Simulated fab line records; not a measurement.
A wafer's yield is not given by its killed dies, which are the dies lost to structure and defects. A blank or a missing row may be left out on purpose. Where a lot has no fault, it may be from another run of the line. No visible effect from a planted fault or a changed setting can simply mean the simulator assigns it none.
Which of the tools did it? -- flow gf180mcu -- 13 lots, 39 wafers sampled, at 6 steps of a route of 602

WHAT EACH GAUGE READ, for each wafer
GF_POLY_GATE_CD_MEAS_18. Usual: 280.2 nm for cd-nm, sd 1.8.
lot,measured,on,cd-nm (nm),flag
L756,day 10 03:10,cd-sem-01,282.7 282.1 281.1,
L758,day 10 13:08,cd-sem-01,282.0 278.0 279.2,
L762,day 11 05:07,cd-sem-02,277.8 278.1 278.3,
L761,day 11 06:08,cd-sem-01,282.5 282.4 280.1,
L764,day 11 17:44,cd-sem-01,279.0 279.5 281.9,
L763,day 11 21:19,cd-sem-01,281.9 280.8 280.0,
L766,day 12 05:58,cd-sem-02,278.8 281.8 278.4,
L769,day 13 04:44,cd-sem-02,279.6 281.3 280.5,
L774,day 14 13:25,cd-sem-02,280.5 279.9 277.9,
L776,day 15 04:46,cd-sem-02,278.3 279.5 279.6,
L777,day 15 09:28,cd-sem-01,279.8 278.4 280.9,
L778,day 15 14:32,cd-sem-01,280.8 280.9 281.1,
L779,day 15 21:55,cd-sem-01,279.4 279.9 281.3,

GF_HV_LDD_OVL_MEAS_08. Usual: HV_LDD_OVL typically reads -1.8 nm, with standard deviation 1.3.
lot,measured,on,HV_LDD_OVL (nm),flag
L756,day 10 20:37,overlay-02,-1.5 -2.4 -2.7,
L758,day 11 07:37,overlay-02,-1.9 -1.8 -1.4,
L762,day 11 23:25,overlay-02,-3.4 -2.9 -1.3,
L761,day 12 00:43,overlay-01,-2.2 -1.8 -3.1,
L764,day 12 12:43,overlay-02,-3.9 -2.6 -4.1,
L763,day 12 16:28,overlay-01,-0.7 -0.6 -1.3,
L766,day 13 01:16,overlay-02,-2.1 -0.2 -4.2,
L769,day 14 00:25,overlay-01,-1.9 -4.1 -2.7,
L774,day 15 10:40,overlay-02,-2.5 -1.8 -3.3,
L776,day 16 02:40,overlay-01,0.1 0.4 0.4,
L777,day 16 07:04,overlay-02,-1.4 -3.3 -1.9,
L778,day 16 12:34,overlay-02,-2.4 -0.6 1.3,
L779,day 16 19:29,overlay-02,-3.6 -2.5 -2.7,

GF_HV_LDD_CD_MEAS_46: the cd target is 400 nm. Usual: 397.5 nm for cd-nm, sd 2.3.
lot,measured,on,cd-nm (nm),flag
L756,day 13 04:17,cd-sem-01,400.8 398.5 399.3,
L758,day 13 17:44,cd-sem-01,398.0 399.1 398.3,
L762,day 14 09:35,cd-sem-01,392.6 394.8 398.2,
L761,day 14 12:22,cd-sem-01,396.4 397.8 394.9,
L764,day 15 00:02,cd-sem-01,399.9 398.9 398.2,
L763,day 15 05:38,cd-sem-01,385.0 386.2 385.4,OFF
L766,day 15 15:20,cd-sem-02,383.1 382.0 383.7,OFF
L769,day 16 16:45,cd-sem-02,392.9 393.8 394.1,
L774,day 18 07:05,cd-sem-01,403.4 402.7 404.4,
L776,day 19 01:49,cd-sem-02,397.3 396.8 398.8,
L777,day 19 05:58,cd-sem-01,399.0 397.6 395.7,
L778,day 19 13:57,cd-sem-02,395.3 397.6 397.7,
L779,day 19 19:06,cd-sem-02,392.8 397.1 396.3,

GF_HV_LDD_THK_MEAS_55. Usual: HV_LDD_CVD_54_THK typically reads 9.99 nm, with standard deviation 0.13.
lot,measured,on,HV_LDD_CVD_54_THK (nm),flag
L756,day 13 07:19,film-metro-01,10.25 10.11 10.14,
L758,day 13 19:26,film-metro-02,10.00 10.00 10.00,
L762,day 14 11:22,film-metro-02,9.98 9.99 9.99,
L761,day 14 14:05,film-metro-03,10.06 10.09 10.00,
L764,day 15 01:46,film-metro-03,10.02 9.98 9.91,
L763,day 15 08:35,film-metro-03,9.94 9.81 9.93,
L766,day 15 18:35,film-metro-03,10.06 10.09 9.96,
L769,day 16 19:05,film-metro-01,9.78 9.71 9.65,
L774,day 18 08:49,film-metro-02,9.95 9.93 10.02,
L776,day 19 03:31,film-metro-01,9.94 9.87 9.82,
L777,day 19 07:43,film-metro-02,10.02 10.01 10.11,
L778,day 19 15:40,film-metro-03,9.77 9.96 9.75,
L779,day 19 20:48,film-metro-01,9.84 9.82 9.97,

EACH LOT AND THE TOOL THAT RAN IT (in order: tool; ch and the chambers of the sampled wafers; start)
lot,GF_HV_LDD_COAT_41,GF_HV_LDD_STRIP_49
L756,"litho-track-03 ch 0, day 12 18:50","plasma-asher-01 ch 0,1, day 13 04:36"
L758,"litho-track-03 ch 0, day 13 08:14","plasma-asher-02 ch 0,1, day 13 18:02"
L762,"litho-track-01 ch 0, day 13 23:41","plasma-asher-02 ch 0,1, day 14 09:57"
L761,"litho-track-01 ch 0, day 14 01:55","plasma-asher-04 ch 0,1, day 14 12:38"
L764,"litho-track-01 ch 0, day 14 13:44","plasma-asher-02 ch 0, day 15 00:20"
L763,"litho-track-01 ch 0, day 14 18:23","plasma-asher-01 ch 0,1, day 15 05:56"
L766,"litho-track-01 ch 0, day 15 04:08","plasma-asher-01 ch 0,1, day 15 15:39"
L769,"litho-track-02 ch 0, day 16 06:13","plasma-asher-01 ch 0, day 16 17:02"
L774,"litho-track-02 ch 0, day 17 19:23","plasma-asher-04 ch 0,1, day 18 07:24"
L776,"litho-track-02 ch 0, day 18 13:16","plasma-asher-04 ch 0,1, day 19 02:05"
L777,"litho-track-03 ch 0, day 18 17:28","plasma-asher-04 ch 0,1, day 19 06:14"
L778,"litho-track-02 ch 0, day 19 01:13","plasma-asher-04 ch 0,1, day 19 14:14"
L779,"litho-track-01 ch 0, day 19 07:01","plasma-asher-01 ch 0,1, day 19 19:23"
- GF_HV_LDD_COAT_41: resist thk 1000 nm.
- GF_HV_LDD_STRIP_49: strips in O2/N2.

AS READ BY THE TOOLS THEMSELVES (means over the sampled wafers that have a number; for cases with no such wafer, the mark the record gives instead)
GF_HV_LDD_COAT_41. Usual: 3000.0 rpm for spin-speed-rpm, sd 1.9.
lot,tool,spin-speed-rpm (rpm),flag
L756,litho-track-03,3001.1,
L758,litho-track-03,3003.0,
L762,litho-track-01,2999.4,
L761,litho-track-01,2999.9,
L764,litho-track-01,2999.2,
L763,litho-track-01,2265.8,OFF
L766,litho-track-01,2263.3,OFF
L769,litho-track-02,2999.5,
L774,litho-track-02,3000.9,
L776,litho-track-02,2999.9,
L777,litho-track-03,3000.3,
L778,litho-track-02,3001.4,
L779,litho-track-01,2999.4,

GF_HV_LDD_STRIP_49. Usual: drypump-motor-current-A 5.6 A, standard deviation 0.32; heater-power-w 329 W, standard deviation 37; oes-product-au 0.716 a.u., standard deviation 0.0046; strip-time-to-endpoint-s 12.63 s, standard deviation 0.036.
lot,tool,drypump-motor-current-A (A),heater-power-w (W),oes-product-au (a.u.),strip-time-to-endpoint-s (s),flag
L756,plasma-asher-01,5.6,304,0.714,12.61,
L758,plasma-asher-02,5.4,308,0.711,12.64,
L762,plasma-asher-02,5.4,324,0.712,12.64,
L761,plasma-asher-04,5.7,368,0.716,12.67,
L764,plasma-asher-02,5.5,298,0.712,12.65,
L763,plasma-asher-01,5.5,312,0.713,14.32,OFF
L766,plasma-asher-01,5.5,314,0.713,14.30,OFF
L769,plasma-asher-01,5.4,315,0.710,12.63,
L774,plasma-asher-04,6.0,347,0.717,12.66,
L776,plasma-asher-04,5.7,368,0.720,12.61,
L777,plasma-asher-04,5.9,341,0.717,12.60,
L778,plasma-asher-04,5.7,374,0.719,12.57,
L779,plasma-asher-01,5.5,311,0.720,12.64,

THE ANSWER, worked out from the rows above alone
Rule: take the mean of a lot's wafers that have a number; if it is more than 3 standard deviations from the usual mean, the lot is off. A lot without any number at a reading at which 4 lots or more have one is off too. The other lots that the step has rows for count as sound. Order of review: gauges by route order, followed by the tools' own readings, for which a lot's mean as printed above is used. At the first step where some lot is off, the reading lying furthest off is the one used; lots without a number count as furthest.
Off at GF_HV_LDD_CD_MEAS_46 (cd-nm): L763, L766.
A tool fits if, at a process step before that reading, it ran every lot that is off, and no sound lot after the first of them. Not tried: the gauges at GF_HV_LDD_CD_MEAS_46; whatever is off there is also off at GF_HV_LDD_COAT_41, on other tools, and gauge error can't account for it. Of those tried, none fits.

WHAT THE SIMULATOR HAD INSERTED
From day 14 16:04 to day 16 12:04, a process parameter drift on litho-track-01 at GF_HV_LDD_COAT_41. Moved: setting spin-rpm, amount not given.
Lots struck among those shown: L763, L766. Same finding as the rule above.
